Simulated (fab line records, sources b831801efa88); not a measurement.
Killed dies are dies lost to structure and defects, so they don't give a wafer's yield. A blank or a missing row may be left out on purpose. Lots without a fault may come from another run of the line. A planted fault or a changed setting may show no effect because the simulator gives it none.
Problem report in the 8D (eight disciplines) form, filled by code | flow sky130 | the parts of the form that need people (team, actions taken, sign-off) are left out

1. THE PROBLEM
VT_ADJUST_HVTR_TW at SKY_VT_ADJUST_HVTR_TW_MEAS_11 reads a mean of 29.9 on 2 wafers of 2 lots; wafers without a fault read 209.7 with a standard deviation of 2.4. That is -75 standard deviations from the usual mean.
First seen on wafer L236.1, day 12 05:23, on film_metro-01. The record holds 42 wafers of 14 lots with a number at this step. Rule for "out", or "out of limits": more than 4 standard deviations from the usual mean. The other wafers with a number count as sound.

2. WHAT IT IS AND WHAT IT IS NOT
question                    | is                           | is not
which readings at this step | VT_ADJUST_HVTR_TW            | -
which lots                  | L236, L237                   | L227, L228, L229, L230, L231, L232, L235, L238, L243, L244, L249, L250
which wafers of those lots  | L236.1, L237.1               | L236.2, L236.3, L237.2, L237.4
read on which gauges        | film_metro-01, film_metro-02 | film_metro-04
when                        | from day 12 05:23            | up to then (23 sound wafers); but 17 sound wafers of L237, L238, L243, L244, L249, L250 came after

3. SUSPECTS, AND WHAT RULES EACH OUT
Counting: a tool at a process step up to the reading stays a suspect if it ran every lot that is out. Sound lots after the first of them don't rule it out here, since some wafers of a struck lot are sound.
- the gauge at SKY_VT_ADJUST_HVTR_TW_MEAS_11: ruled out. The wafers that are out were read on 2 gauges (film_metro-01, film_metro-02).
- litho_track-01 at SKY_VT_ADJUST_HVTR_DEVELOP_06 (develop time 60 s): kept. It ran every lot that is out, first L236 (day 12 04:49); its last sound lot up to then is L230 (day 10 09:04).
Left after counting: litho_track-01 at SKY_VT_ADJUST_HVTR_DEVELOP_06.

4. THE CAUSE (what the simulator had put in)
Process parameter drift: litho_track-01, from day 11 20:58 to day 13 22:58, at SKY_VT_ADJUST_HVTR_DEVELOP_06. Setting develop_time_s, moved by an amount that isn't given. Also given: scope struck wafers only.
Counting left only this tool.

5. THE CHAIN OF EFFECTS, in route order
Each row: a reading whose mean over the struck wafers that have a number lies more than 3 standard deviations from the usual. Only readings for which the record gives a usual standard deviation are gone through. hours: the time from each lot's start at the first step in this table that gives one to its start at this step, as a median over the lots. sigmas: the change in usual standard deviations.
hours | step                          | reading           | usual | on struck wafers | change | sigmas
0     | SKY_VT_ADJUST_HVTR_TW_MEAS_11 | VT_ADJUST_HVTR_TW | 209.7 | 29.9             | -179.8 | -75
Readings that are blank on the struck wafers while sound wafers have them: cd_nm at SKY_VT_ADJUST_HVTR_CD_MEAS_07; VT_ADJUST_HVTR_OVL at SKY_VT_ADJUST_HVTR_OVL_MEAS_08.

6. WHAT WOULD HAVE CAUGHT IT SOONER
In this record the first reading out of limits at a measuring or inspecting step was taken at day 12 05:23, 8 hours after the fault began at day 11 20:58.
Between SKY_VT_ADJUST_HVTR_DEVELOP_06 and SKY_VT_ADJUST_HVTR_TW_MEAS_11, SKY_VT_ADJUST_HVTR_CD_MEAS_07 gave no cd_nm and SKY_VT_ADJUST_HVTR_OVL_MEAS_08 gave no VT_ADJUST_HVTR_OVL on the struck wafers, where sound wafers have one: a measuring or inspecting step that comes back empty is itself a sign.
Of the tool readings at SKY_VT_ADJUST_HVTR_DEVELOP_06 for which the record gives a usual standard deviation, none was out on any struck wafer, so an alarm limit of 4 standard deviations on them would not have fired.
Of the lots that are out (2), L237 began SKY_VT_ADJUST_HVTR_DEVELOP_06 on litho_track-01 after day 12 05:23. A hold on the tool at that time would have spared it.
